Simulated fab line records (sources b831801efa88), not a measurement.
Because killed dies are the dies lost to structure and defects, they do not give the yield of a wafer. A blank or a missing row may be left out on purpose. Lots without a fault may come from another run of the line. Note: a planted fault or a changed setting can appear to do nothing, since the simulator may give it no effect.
Which tool was responsible? | flow sky130 | 6 lots, 18 wafers sampled, at 3 steps of a route of 708

## WHAT THE GAUGES SHOWED, per wafer
SKY_VT_ADJUST_NCORE_TW_MEAS_11.
lot  | measured     | on            | VT_ADJUST_NCORE_TW
L806 | day 9 05:38  | film-metro-03 | 219.6 219.7 220.6
L811 | day 11 07:16 | film-metro-04 | 228.6 226.9 227.6
L818 | day 13 00:38 | film-metro-04 | 220.7 221.2 220.3
L822 | day 13 12:11 | film-metro-01 | 220.9 219.9 218.9
L824 | day 13 21:14 | film-metro-04 | 219.6 220.0 219.9
L826 | day 14 12:31 | film-metro-03 | 219.4 219.5 219.6

## TOOL THAT RAN EACH LOT (tool first, then ch and the chambers of the sampled wafers, then the start)
lot  | SKY_FIELD_ISO_ETCH_17           | SKY_VT_ADJUST_NCORE_IMPLANT_09
L806 | rie-si-01 ch 0,2,3, day 2 15:53 | implanter-02 ch 0, day 9 05:25
L811 | rie-si-02 ch 0,2,3, day 3 18:02 | implanter-01 ch 0, day 11 07:01
L818 | rie-si-02 ch 0,1,3, day 5 12:11 | implanter-02 ch 0, day 13 00:24
L822 | rie-si-01 ch 0,1,3, day 6 01:20 | implanter-03 ch 0, day 13 11:57
L824 | rie-si-02 ch 0,1, day 6 15:20   | implanter-02 ch 0, day 13 20:59
L826 | rie-si-02 ch 1,2, day 7 02:05   | implanter-01 ch 0, day 14 12:16
- SKY_FIELD_ISO_ETCH_17: etches Si in HBr/Cl2/O2, target depth 342 nm, time 97.7 s.
- SKY_VT_ADJUST_NCORE_IMPLANT_09

## THE ANSWER, worked out from the rows above alone
Rule: the usual values come from the lots themselves. The widest of any qualifying gaps counts: lots, ordered by their means at a reading, are off when they make up no more than a third of the lots, leave a main group of 4 or more, and stand apart from it by 3 or more times the standard deviation of that group's means. If all means in a main group match to the digits the tables above print for the reading, that group is not used. A lot without any number at a reading at which 4 lots or more have one is off too. Any other lot the step has rows for is counted as sound.
Off: at SKY_VT_ADJUST_NCORE_TW_MEAS_11 (VT_ADJUST_NCORE_TW), L811. The main group: mean 220.0, standard deviation 0.41.
A tool fits if, at a process step before that reading, it ran every lot that is off, and no sound lot after the first of them. Those tools and the gauges at SKY_VT_ADJUST_NCORE_TW_MEAS_11 are tried in the same way. None of those tried fits.

## WHAT THE SIMULATOR HAD PUT IN
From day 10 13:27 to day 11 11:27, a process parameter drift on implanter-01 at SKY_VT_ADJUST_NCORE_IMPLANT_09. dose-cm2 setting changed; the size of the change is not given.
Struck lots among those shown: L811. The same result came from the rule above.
